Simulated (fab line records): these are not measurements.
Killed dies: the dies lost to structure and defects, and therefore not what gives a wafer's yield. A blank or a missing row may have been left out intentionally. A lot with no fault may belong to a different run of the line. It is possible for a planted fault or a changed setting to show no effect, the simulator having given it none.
A single fault, viewed from 2 desks / flow gf180mcu / numbers are kept per desk, each desk with only its own; the story behind them comes last

DESK OF THE TOOL OWNER: lpcvd-01
The tool's own readings at GF_HV_LDD_CVD_54 (deposits SiO2 from TEOS, target thk 10 nm, time 75 s): means of the sampled wafers that have a number, for each lot that ran on this tool. Marked OUT: a lot whose mean sits more than 4 standard deviations from the usual mean, which makes it out of limits; the brackets give that distance.
Columns: A = spike tc lower C at GF_HV_LDD_CVD_54, usual 680.2 C
lot=L762; first seen here=day 12 11:08; A=679.4
lot=L766; first seen here=day 13 20:16; A=679.8
lot=L767; first seen here=day 14 01:01; A=681.3
lot=L769; first seen here=day 14 19:40; A=680.6
lot=L770; first seen here=day 15 01:34; A=681.1
lot=L771; first seen here=day 15 08:26; A=678.4
This desk's finding: nothing out of limits on any of the 6 lots.

METROLOGY DESK
Means of the sampled wafers that have a number, per lot and without regard to the tool the lot ran on: this is what the gauges read. Marked OUT: a lot whose mean sits more than 4 standard deviations from the usual mean, which makes it out of limits; the brackets give that distance.
Columns: A = HV_LDD_CVD_54_THK at GF_HV_LDD_THK_MEAS_55, usual 10.04 nm; B = PSD_OVL at GF_PSD_OVL_MEAS_08, usual -0.2 nm; C = SAB_OVL at GF_SAB_OVL_MEAS_10, usual 1.7 nm
lot=L762; first seen here=day 12 12:09; A=9.97; B=-0.9; C=1.4
lot=L764; first seen here=day 12 19:49; A=9.95; B=-0.3; C=3.4
lot=L765; first seen here=day 13 09:35; A=9.97; B=2.4; C=0.6
lot=L766; first seen here=day 13 21:17; A=10.21; B=-0.9; C=0.6
lot=L767; first seen here=day 14 02:03; A=10.04; B=-1.3; C=3.2
lot=L768; first seen here=day 14 08:01; A=10.07; B=-0.2; C=0.3
lot=L769; first seen here=day 14 20:42; A=10.20; B=-0.9; C=2.2
lot=L770; first seen here=day 15 02:37; A=10.14; B=-1.2; C=2.3
lot=L771; first seen here=day 15 09:27; A=7.19 (-22) OUT; B=0.2; C=1.6
lot=L781; first seen here=day 19 12:57; A=9.97; B=-1.3; C=1.4
lot=L783; first seen here=day 19 20:28; A=9.95; B=0.9; C=0.2
lot=L784; first seen here=day 20 00:38; A=9.98; B=-4.0; C=1.5
lot=L785; first seen here=day 20 08:50; A=9.97; B=-0.2; C=3.8
This desk reports L771 out of limits; the earliest was L771 at day 15 09:27 (HV_LDD_CVD_54_THK at GF_HV_LDD_THK_MEAS_55). Within limits: L762, L764, L765, L766, L767, L768, L769, L770, L781, L783, L784, L785.

TAKEN TOGETHER
At day 15 09:27 the metrology desk could have sounded an alarm, on L771.
The tool owner's desk saw nothing out of limits.
Tool owner's desk: L771 on record, inside its limits.
All the named lots went through GF_HV_LDD_CVD_54 on lpcvd-01.

WHAT THE SIMULATOR HAD INSERTED
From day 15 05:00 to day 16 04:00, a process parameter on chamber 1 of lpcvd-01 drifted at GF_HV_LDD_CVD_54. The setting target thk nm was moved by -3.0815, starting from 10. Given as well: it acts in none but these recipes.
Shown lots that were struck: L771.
Per desk, hours elapsed from the start of the fault to the first reading out of limits: for the metrology desk, 4.
